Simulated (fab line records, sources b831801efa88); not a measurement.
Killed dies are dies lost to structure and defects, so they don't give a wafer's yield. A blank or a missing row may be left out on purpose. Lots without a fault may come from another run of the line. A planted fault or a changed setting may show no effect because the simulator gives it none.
Problem report in the 8D (eight disciplines) form, filled by code | flow sky130 | the parts of the form that need people (team, actions taken, sign-off) are left out

1. THE PROBLEM
platen_rpm at SKY_LI_CONTACT_CMP_24 reads a mean of 66.01 rpm on 9 wafers of 3 lots; wafers without a fault read 60.00 rpm with a standard deviation of 0.035. That is +99 or more standard deviations from the usual mean.
The step: polishes, stops on PSG, t overpolish 20 s, target thk 0 nm.
First seen on wafer L661.3, day 33 03:31, on cmp-02. The record holds 39 wafers of 13 lots with a number at this step. Rule for "out", or "out of limits": more than 4 standard deviations from the usual mean. The other wafers with a number count as sound.

2. WHAT IT IS AND WHAT IT IS NOT
question                    | is                     | is not
which readings at this step | platen_rpm             | edge_zone_pressure_frac, motor_current_A, overpolish_run_s
which lots                  | L661, L663, L664       | L650, L651, L653, L654, L655, L657, L659, L662, L672, L673
which wafers of those lots  | all that have a number | -
read on which tools         | cmp-02                 | cmp-01
when                        | from day 33 03:31      | up to then (21 sound wafers); but 9 sound wafers of L662, L672, L673 came after

3. SUSPECTS, AND WHAT RULES EACH OUT
Counting: a tool at a process step up to the reading stays a suspect if it ran every lot that is out and no sound lot after the first of them.
- cmp-02 at SKY_LI_CONTACT_CMP_24 (polishes, stops on PSG, t overpolish 20 s, target thk 0 nm): ruled out as a lasting fault. Sound lots L673 ran on it after its first lot that is out, L661 (day 33 03:31).
Left after counting: nothing in the record.

4. THE CAUSE (what the simulator had put in)
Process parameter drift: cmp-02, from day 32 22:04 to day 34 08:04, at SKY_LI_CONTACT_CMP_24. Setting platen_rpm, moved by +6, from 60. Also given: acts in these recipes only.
Counting ruled it out, wrongly.

5. THE CHAIN OF EFFECTS, in route order
Each row: a reading whose mean over the struck wafers that have a number lies more than 3 standard deviations from the usual. Only readings for which the record gives a usual standard deviation are gone through. hours: the time from each lot's start at the first step in this table that gives one to its start at this step, as a median over the lots. sigmas: the change in usual standard deviations.
hours | step                  | reading            | usual     | on struck wafers | change | sigmas
0     | SKY_LI_CONTACT_CMP_24 | platen_rpm         | 60.00 rpm | 66.01            | +6.01  | +99 or more
0     | SKY_LI_CONTACT_CMP_24 | time_to_endpoint_s | 98 s      | 88               | -10    | -3.1
The process steps in it:
- SKY_LI_CONTACT_CMP_24: polishes, stops on PSG, t overpolish 20 s, target thk 0 nm.

6. WHAT WOULD HAVE CAUGHT IT SOONER
In this record the first reading out of limits was taken at day 33 03:31, 5 hours after the fault began at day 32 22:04.
